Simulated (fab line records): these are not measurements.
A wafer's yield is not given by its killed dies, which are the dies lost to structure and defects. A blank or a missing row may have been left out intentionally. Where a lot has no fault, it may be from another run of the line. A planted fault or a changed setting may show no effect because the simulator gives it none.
What tool caused it? ; flow sky130 ; 11 lots, 33 wafers sampled, at 5 steps of a route of 708

== WHAT THE GAUGES READ, wafer by wafer ==
SKY_VIA4_THK_MEAS_01.
lot;measured;on;VIA4_HDPCVD_THK (nm)
L865;day 42 17:33;filmMetro-02;1772 1728 1717
L866;day 42 23:37;filmMetro-02;1754 1766 1735
L867;day 42 23:58;filmMetro-04;1755 1758 1747
L869;day 43 07:07;filmMetro-04;1764 1740 1744
L868;day 43 08:20;filmMetro-02;1763 1771 1765
L870;day 43 09:26;filmMetro-04;1784 1748 1765
L872;day 44 04:48;filmMetro-01;1755 1784 1776
L878;day 45 19:50;filmMetro-02;1701 1732 2069
L880;day 46 01:49;filmMetro-01;1763 1769 1731
L882;day 46 07:33;filmMetro-02;1746 1784 1755
L884;day 46 14:34;filmMetro-04;1754 1760 1748

== EACH LOT AND THE TOOL THAT RAN IT (in order: tool; ch and the chambers of the sampled wafers; start) ==
lot;SKY_CONTACT_ETCH_18;SKY_METAL1_SPUTTER_03;SKY_VIA1_SPUTTER_20;SKY_VIA4_HDPCVD_00
L865;rieDiel-03 ch 1,2,3, day 32 20:36 or earlier;pvdSputter-03, day 32 20:36;pvdSputter-04, day 35 03:20;hdpcvd-02 ch 0,1,2, day 42 17:22
L866;rieDiel-02 ch 0,1,3, day 33 00:59 or earlier;pvdSputter-02, day 33 00:59;pvdSputter-04, day 35 08:17;hdpcvd-01 ch 0,1,2, day 42 23:26
L867;rieDiel-03 ch 1,2, day 33 01:18 or earlier;pvdSputter-03, day 33 01:18;pvdSputter-01, day 35 08:31;hdpcvd-02 ch 0,1, day 42 23:47
L869;rieDiel-03 ch 0,3, day 33 09:14 or earlier;pvdSputter-04, day 33 09:14;pvdSputter-03, day 35 16:38;hdpcvd-02 ch 0,1,2, day 43 06:56
L868;rieDiel-02 ch 2,3, day 33 09:30 or earlier;pvdSputter-02, day 33 09:30;pvdSputter-03, day 35 17:20;hdpcvd-02 ch 0,1, day 43 08:08
L870;rieDiel-04 ch 1,2,3, day 33 09:55 or earlier;pvdSputter-03, day 33 09:55;pvdSputter-01, day 35 18:19;hdpcvd-01 ch 0,1,2, day 43 09:19
L872;rieDiel-04 ch 0,2,3, day 34 10:17 or earlier;pvdSputter-04, day 34 10:17;pvdSputter-04, day 36 17:05;hdpcvd-01 ch 0,1,2, day 44 04:37
L878;rieDiel-02 ch 0,3, day 36 10:21 or earlier;pvdSputter-02, day 36 10:21;pvdSputter-01, day 38 15:32;hdpcvd-01 ch 0,2, day 45 19:38
L880;rieDiel-03 ch 0,1, day 36 16:23 or earlier;pvdSputter-04, day 36 16:23;pvdSputter-01, day 38 21:38;hdpcvd-02 ch 0,1,2, day 46 01:37
L882;rieDiel-02 ch 1,2,3, day 37 03:05 or earlier;pvdSputter-02, day 37 03:05;pvdSputter-01, day 39 06:50;hdpcvd-02 ch 0,1,2, day 46 07:22
L884;rieDiel-02 ch 0,1,3, day 37 16:22 or earlier;pvdSputter-02, day 37 16:22;pvdSputter-01, day 39 20:17;hdpcvd-02 ch 0,2, day 46 14:24
- SKY_CONTACT_ETCH_18: etches Si3N4 in CHF3/O2, stops on TiN, time 39 s, target depth 75 nm.
- SKY_METAL1_SPUTTER_03: material Ti, target thk 5 nm, time 3.3 s.
- SKY_VIA1_SPUTTER_20: material TiN, target thk 20 nm, time 80 s.
- SKY_VIA4_HDPCVD_00: deposits SiO2, target thk 1750 nm, time 291.7 s.

== THE ANSWER, worked out from the rows above alone ==
Rule: the lots themselves supply what counts as usual. Put in order of their means at a reading, lots are off if they are a third of the lots or fewer, leave a main group of 4 or more, and stand apart from it by a gap of 3 or more times the standard deviation of the main group's means; of several such gaps the widest counts. If all means in a main group match to the digits the tables above print for the reading, that group is not used. A lot without any number at a reading at which 4 lots or more have one is off too. All remaining lots with rows at the step are treated as sound.
Off: at SKY_VIA4_THK_MEAS_01 (VIA4_HDPCVD_THK), L878. For the main group the mean is 1757 nm and the standard deviation 9.2.
A tool fits if, at a process step before that reading, it ran every lot that is off, and no sound lot after the first of them. Gauges at SKY_VIA4_THK_MEAS_01: tried the same way as those tools. SKY_CONTACT_ETCH_18 gives no start for some lots, so the hours and the order of its lots are those of SKY_METAL1_SPUTTER_03. One fits: hdpcvd-01 at SKY_VIA4_HDPCVD_00. A fault onset in the window from L872 (day 44 04:37, its last sound lot) to L878 (day 45 19:38, its first lot off) fits.

== WHAT WAS PUT IN BY THE SIMULATOR ==
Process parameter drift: hdpcvd-01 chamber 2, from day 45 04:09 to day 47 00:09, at SKY_VIA4_HDPCVD_00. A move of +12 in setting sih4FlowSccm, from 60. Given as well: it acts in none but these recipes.
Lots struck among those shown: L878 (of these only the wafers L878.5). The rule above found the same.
